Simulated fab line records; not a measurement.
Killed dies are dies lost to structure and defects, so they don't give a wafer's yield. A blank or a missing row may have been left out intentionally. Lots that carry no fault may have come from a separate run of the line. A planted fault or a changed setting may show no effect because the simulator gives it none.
fab line records ; flow sky130
record lots=14; wafers=42; lastDay=50
route steps=708 shown METAL1@437 VIA1@467 METAL2@483
lots that met no fault: from a run of the same line without faults
startH: hours from the record's opening day to when the first of the lot's shown wafers began ; waitH: hours elapsed since this lot's preceding step ; " as in the row above ; L1.1+2: a single row standing in for several wafers ; - no value, or no start was given ; * or withheld: withheld ; < > ~ a bound
route shown NAME@n: names a module that has steps shown in the file, with the first one's number in the route ; usual: mean/standard deviation taken from wafers without a fault ; same: alike in all rows ; chamber/n: place in a boat ; sites: readings site by site ; _std_site: standard deviation of those values ; _edge_site: the outer-site mean with the inner-site mean subtracted ; radiusMm: how far each site lies from the wafer's centre ; mask NAME#n: copy n ; behind: tool/chamber where the wafer was last shaped ; hold: cause of the lot's hold/its duration in hours/its outcome ; device: the n, p or np transistor that did not switch ; end of line: tests of these same wafers at the route's end ; where a step has no rows: the recipe by itself ; killed: at the first sort, the dies lost to defects and structure; wafer yield is something else ; map: shows each die of a wafer: x if killed, . if not, _ if none is there
set.NAME: the setting the step ran with; set.NAME@STEP: the setting that earlier step ran with ; model.NAME: the simulator's own value behind a step, which no gauge read
the route's steps for a sample of lots (tables are steps, rows are wafers)
services: from which hour (startH, from the record's first day; less than 0 if before it) a tool's chamber was out of use, for how many hours, and why
## steps
# step SKY_METAL1_SPUTTER_03
# recipe material=Ti; targetThkNm=5; powerW=3000; timeS=3.3; chamberPressurePa=0.4
# usual cathodeDcPowerW=3000.0/0.61; throttleValvePct=30.2/0.75
lot.wafer;tool;chamber;startH;waitH;cathodeDcPowerW;throttleValvePct
L290.1;pvdSputter-03;-;746.26;0.0;3000.7;29.6
L290.2;pvdSputter-03;-;746.26;0.0;3000.5;30.7
L290.3;pvdSputter-03;-;746.26;0.0;2998.7;30.7
L291.1;pvdSputter-01;-;762.32;0.0;3000.8;30.3
L291.2;pvdSputter-01;-;762.32;0.0;3000.8;31.0
L291.3;pvdSputter-01;-;762.32;0.0;3000.6;29.3
L293.4;pvdSputter-03;-;773.86;0.0;2999.6;31.7
L293.5;pvdSputter-03;-;773.86;0.0;2999.9;29.7
L293.6;pvdSputter-03;-;773.86;0.0;2999.5;30.6
L295.1;pvdSputter-01;-;788.12;0.0;3000.4;30.0
L295.3;pvdSputter-01;-;788.12;0.0;2999.6;30.8
L295.6;pvdSputter-01;-;788.12;0.0;3000.3;30.4
L300.2;pvdSputter-01;-;842.93;0.0;3000.3;30.4
L300.3;pvdSputter-01;-;842.93;0.0;3000.0;29.7
L300.4;pvdSputter-01;-;842.93;0.0;2998.9;30.3
L301.3;pvdSputter-04;-;844.46;0.0;3000.1;28.1
L301.5;pvdSputter-04;-;844.46;0.0;3000.4;28.4
L301.6;pvdSputter-04;-;844.46;0.0;2999.2;29.5
L303.1;pvdSputter-03;-;856.15;0.0;3001.1;30.6
L303.2;pvdSputter-03;-;856.15;0.0;3000.3;30.7
L303.4;pvdSputter-03;-;856.15;0.0;2998.9;29.7
L306.1;pvdSputter-01;-;866.38;0.0;2999.3;30.4
L306.2;pvdSputter-01;-;866.38;0.0;3001.3;30.5
L306.5;pvdSputter-01;-;866.38;0.0;3000.5;30.3
L307.1;pvdSputter-03;-;866.52;0.0;3000.0;31.8
L307.5;pvdSputter-03;-;866.52;0.0;2999.5;29.5
L307.6;pvdSputter-03;-;866.52;0.0;3000.5;30.3
L308.1;pvdSputter-04;-;884.43;0.0;2999.9;28.3
L308.3;pvdSputter-04;-;884.43;0.0;3000.6;29.7
L308.5;pvdSputter-04;-;884.43;0.0;3000.2;28.5
L309.1;pvdSputter-01;-;887.52;0.0;2999.7;30.5
L309.3;pvdSputter-01;-;887.52;0.0;2999.8;30.4
L309.6;pvdSputter-01;-;887.52;0.0;3000.2;30.5
L310.4;pvdSputter-01;-;895.05;0.0;3000.2;30.4
L310.5;pvdSputter-01;-;895.05;0.0;3000.3;30.5
L310.6;pvdSputter-01;-;895.05;0.0;3000.3;29.3
L312.2;pvdSputter-01;-;898.46;0.0;3000.2;30.5
L312.3;pvdSputter-01;-;898.46;0.0;3000.6;29.5
L312.5;pvdSputter-01;-;898.46;0.0;3000.4;30.3
L311.1;pvdSputter-03;-;900.09;0.0;2999.4;30.4
L311.2;pvdSputter-03;-;900.09;0.0;3001.0;32.0
L311.4;pvdSputter-03;-;900.09;0.0;2999.1;30.7
# step SKY_METAL1_OVL_MEAS_16
# usual METAL1_OVL=3/5.9
lot.wafer;tool;chamber;startH;waitH;METAL1_OVL[nm]
L290.1;overlay-01;-;774.43;0.1;0
L290.2;overlay-01;-;774.43;0.1;9
L290.3;overlay-01;-;774.43;0.1;11
L291.1;overlay-02;-;788.68;0.1;4
L291.2;overlay-02;-;788.68;0.1;6
L291.3;overlay-02;-;788.68;0.1;2
L293.4;overlay-01;-;801.00;0.1;-1
L293.5;overlay-01;-;801.00;0.1;-2
L293.6;overlay-01;-;801.00;0.1;-5
L295.1;overlay-01;-;814.63;0.1;10
L295.3;overlay-01;-;814.63;0.1;6
L295.6;overlay-01;-;814.63;0.1;3
L300.2;overlay-02;-;869.36;0.1;0
L300.3;overlay-02;-;869.36;0.1;4
L300.4;overlay-02;-;869.36;0.1;-5
L301.3;overlay-02;-;871.34;0.1;-3
L301.5;overlay-02;-;871.34;0.1;-2
L301.6;overlay-02;-;871.34;0.1;-3
L303.1;overlay-01;-;882.67;0.1;-1
L303.2;overlay-01;-;882.67;0.1;-1
L303.4;overlay-01;-;882.67;0.1;0
L306.1;overlay-01;-;893.10;0.1;2
L306.2;overlay-01;-;893.10;0.1;9
L306.5;overlay-01;-;893.10;0.1;6
L307.1;overlay-02;-;893.24;0.1;-1
L307.5;overlay-02;-;893.24;0.1;2
L307.6;overlay-02;-;893.24;0.1;7
L308.1;overlay-02;-;910.23;0.1;5
L308.3;overlay-02;-;910.23;0.1;5
L308.5;overlay-02;-;910.23;0.1;9
L309.1;overlay-02;-;913.15;0.1;-1
L309.3;overlay-02;-;913.15;0.1;-2
L309.6;overlay-02;-;913.15;0.1;-5
L310.4;overlay-01;-;920.12;0.1;-4
L310.5;overlay-01;-;920.12;0.1;-2
L310.6;overlay-01;-;920.12;0.1;-3
L312.2;overlay-01;-;923.09;0.1;4
L312.3;overlay-01;-;923.09;0.1;5
L312.5;overlay-01;-;923.09;0.1;4
L311.1;overlay-02;-;924.84;0.1;5
L311.2;overlay-02;-;924.84;0.1;8
L311.4;overlay-02;-;924.84;0.1;8
# step SKY_VIA1_EXPOSE_09
# recipe maskId=VIM; na=0.8; sourceShape=annular; sigmaInner=0.55; sigmaOuter=0.85; targetCdNm=150; doseMj=38
# usual exposureDoseMJCm2=37.93/0.039; focusOffsetNm=0.0/0.53; na=0.8/0
lot.wafer;tool;chamber;startH;waitH;mask;exposureDoseMJCm2;focusOffsetNm;na
L290.1;krfScanner-02;0;788.88;-;VIM#0;37.99;0.0;0.8
L290.2;krfScanner-02;0;788.88;-;VIM#0;38.02;-0.4;0.8
L290.3;krfScanner-02;0;788.88;-;VIM#0;37.93;0.3;0.8
L291.1;krfScanner-01;0;803.56;-;VIM#0;37.98;0.9;0.8
L291.2;krfScanner-01;0;803.56;-;VIM#0;37.98;0.4;0.8
L291.3;krfScanner-01;0;803.56;-;VIM#0;37.98;0.8;0.8
L293.4;krfScanner-01;0;815.32;-;VIM#0;37.89;0.8;0.8
L293.5;krfScanner-01;0;815.32;-;VIM#0;37.88;1.1;0.8
L293.6;krfScanner-01;0;815.32;-;VIM#0;37.85;-0.7;0.8
L295.1;krfScanner-02;0;829.93;-;VIM#0;37.93;0.0;0.8
L295.3;krfScanner-02;0;829.93;-;VIM#0;37.93;-0.1;0.8
L295.6;krfScanner-02;0;829.93;-;VIM#0;37.92;-0.1;0.8
L300.2;krfScanner-02;-;883.38;-;VIM#0;-;-;-
L300.3;krfScanner-02;-;883.38;-;VIM#0;-;-;-
L300.4;krfScanner-02;-;883.38;-;VIM#0;-;-;-
L301.3;krfScanner-01;-;885.77;-;VIM#0;-;-;-
L301.5;krfScanner-01;-;885.77;-;VIM#0;-;-;-
L301.6;krfScanner-01;-;885.77;-;VIM#0;-;-;-
L303.1;krfScanner-01;0;896.81;-;VIM#0;37.89;0.1;0.8
L303.2;krfScanner-01;0;896.81;-;VIM#0;37.88;-0.7;0.8
L303.4;krfScanner-01;0;896.81;-;VIM#0;37.94;0.2;0.8
L306.1;krfScanner-01;0;907.18;-;VIM#0;37.87;0.9;0.8
L306.2;krfScanner-01;0;907.18;-;VIM#0;37.96;0.7;0.8
L306.5;krfScanner-01;0;907.18;-;VIM#0;37.96;0.4;0.8
L307.1;krfScanner-02;0;907.54;-;VIM#0;37.96;-0.1;0.8
L307.5;krfScanner-02;0;907.54;-;VIM#0;37.93;1.2;0.8
L307.6;krfScanner-02;0;907.54;-;VIM#0;37.93;0.2;0.8
L308.1;krfScanner-02;0;923.53;-;VIM#0;37.93;1.1;0.8
L308.3;krfScanner-02;0;923.53;-;VIM#0;37.93;-1.0;0.8
L308.5;krfScanner-02;0;923.53;-;VIM#0;37.90;0.9;0.8
L309.1;krfScanner-02;0;926.51;-;VIM#0;37.97;-0.7;0.8
L309.3;krfScanner-02;0;926.51;-;VIM#0;38.01;0.7;0.8
L309.6;krfScanner-02;0;926.51;-;VIM#0;37.95;0.5;0.8
L310.4;krfScanner-02;0;934.19;-;VIM#0;37.88;-0.4;0.8
L310.5;krfScanner-02;0;934.19;-;VIM#0;38.01;-0.1;0.8
L310.6;krfScanner-02;0;934.19;-;VIM#0;37.95;0.3;0.8
L312.2;krfScanner-01;0;937.33;-;VIM#0;37.87;0.4;0.8
L312.3;krfScanner-01;0;937.33;-;VIM#0;37.90;0.1;0.8
L312.5;krfScanner-01;0;937.33;-;VIM#0;37.89;0.1;0.8
L311.1;krfScanner-01;0;939.08;-;VIM#0;37.93;-0.1;0.8
L311.2;krfScanner-01;0;939.08;-;VIM#0;37.89;0.8;0.8
L311.4;krfScanner-01;0;939.08;-;VIM#0;37.93;-0.2;0.8
# step SKY_METAL2_SPUTTER_00
# recipe material=Ti; targetThkNm=15; powerW=3000; timeS=10; chamberPressurePa=0.4
# usual cathodeDcPowerW=3000.1/0.57; throttleValvePct=30.3/0.75
lot.wafer;tool;chamber;startH;waitH;cathodeDcPowerW;throttleValvePct
L290.1;pvdSputter-03;-;803.63;0.1;3000.5;29.6
L290.2;pvdSputter-03;-;803.63;0.1;3000.6;30.6
L290.3;pvdSputter-03;-;803.63;0.1;2999.4;31.9
L291.1;pvdSputter-02;-;817.90;0.1;3000.1;28.8
L291.2;pvdSputter-02;-;817.90;0.1;3000.4;30.6
L291.3;pvdSputter-02;-;817.90;0.1;3000.9;29.9
L293.4;pvdSputter-03;-;829.51;0.2;2999.2;29.9
L293.5;pvdSputter-03;-;829.51;0.2;3000.5;30.8
L293.6;pvdSputter-03;-;829.51;0.2;2998.8;31.9
L295.1;pvdSputter-01;-;844.34;0.1;3000.0;30.9
L295.3;pvdSputter-01;-;844.34;0.1;2999.8;30.1
L295.6;pvdSputter-01;-;844.34;0.1;2999.9;30.3
L303.1;pvdSputter-02;-;910.53;0.2;2999.9;30.5
L303.2;pvdSputter-02;-;910.53;0.2;3000.2;29.3
L303.4;pvdSputter-02;-;910.53;0.2;2999.8;30.2
L306.1;pvdSputter-03;-;920.76;0.2;2999.1;29.9
L306.2;pvdSputter-03;-;920.76;0.2;2999.6;30.3
L306.5;pvdSputter-03;-;920.76;0.2;3000.0;29.5
L307.1;pvdSputter-01;-;921.11;0.1;3000.9;30.3
L307.5;pvdSputter-01;-;921.11;0.1;3001.5;30.7
L307.6;pvdSputter-01;-;921.11;0.1;3000.1;29.6
L308.1;pvdSputter-03;-;937.05;0.2;3000.0;30.3
L308.3;pvdSputter-03;-;937.05;0.2;3000.6;31.8
L308.5;pvdSputter-03;-;937.05;0.2;3000.7;30.7
L309.1;pvdSputter-03;-;940.23;0.1;3000.4;30.5
L309.3;pvdSputter-03;-;940.23;0.1;3000.2;29.6
L309.6;pvdSputter-03;-;940.23;0.1;3000.5;30.6
L310.4;pvdSputter-01;-;947.75;0.2;2999.6;30.8
L310.5;pvdSputter-01;-;947.75;0.2;3000.5;30.1
L310.6;pvdSputter-01;-;947.75;0.2;2999.4;30.1
L312.2;pvdSputter-03;-;950.40;0.2;3000.6;29.9
L312.3;pvdSputter-03;-;950.40;0.2;2999.6;32.0
L312.5;pvdSputter-03;-;950.40;0.2;3000.3;30.6
L311.1;pvdSputter-03;-;952.42;0.2;2999.6;30.6
L311.2;pvdSputter-03;-;952.42;0.2;3000.2;30.6
L311.4;pvdSputter-03;-;952.42;0.2;3000.4;31.8
## services
tool;chamber;startH;hours;kind
krfScanner-02;-;724.75;0.5;repair
krfScanner-02;-;726.88;1.3;pm
krfScanner-02;-;736.59;0.8;pm
krfScanner-01;-;744.13;4.4;pm
krfScanner-01;-;752.80;1.3;pm
krfScanner-01;-;766.89;0.4;repair
pvdSputter-01;-;773.00;3.9;repair
krfScanner-01;-;809.81;1.0;pm
krfScanner-01;-;816.03;4.0;pm
krfScanner-02;-;821.25;4.0;pm
krfScanner-01;-;836.47;0.8;pm
krfScanner-01;-;840.65;3.8;repair
krfScanner-02;-;844.46;1.0;pm
krfScanner-01;0;845.26;-;calibration
pvdSputter-03;-;849.88;1.2;repair
krfScanner-02;-;866.75;1.2;repair
pvdSputter-01;-;882.13;3.1;repair
krfScanner-01;-;893.02;0.4;repair
krfScanner-02;-;902.78;1.3;pm
krfScanner-02;-;905.39;0.8;pm
pvdSputter-01;-;924.90;6.3;repair
krfScanner-01;-;928.70;1.3;pm
pvdSputter-04;-;935.87;3.5;repair
krfScanner-02;-;950.36;0.6;repair
## key
firstSign step=SKY_VIA1_EXPOSE_09; reading=toolRecord; direction=missing
effect none on later readings
metAt SKY_VIA1_EXPOSE_09
struckLots L300,L301
laterRowsLeftOut L300.2,L300.3,L300.4,L301.3,L301.5,L301.6
sortLeftOut L300.2,L300.3,L300.4,L301.3,L301.5,L301.6
notActingAt SKY_METAL1_SPUTTER_03,SKY_METAL1_OVL_MEAS_16,SKY_METAL2_SPUTTER_00
onsetBetween 829.93 883.38
fault kind=skippedStepWhole; tool=krfScanner-01,krfScanner-02; chamber=-; onsetH=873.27; steps=SKY_VIA1_EXPOSE_09; scope=struckLotsOnly
# sortLeftOut: the simulated sort isn't trusted on such a fault, so these wafers' sort isn't shown, and their yield isn't known
# laterRowsLeftOut: the simulator's readings of these wafers behind a module that went badly wrong aren't trusted and aren't shown, but for the sort
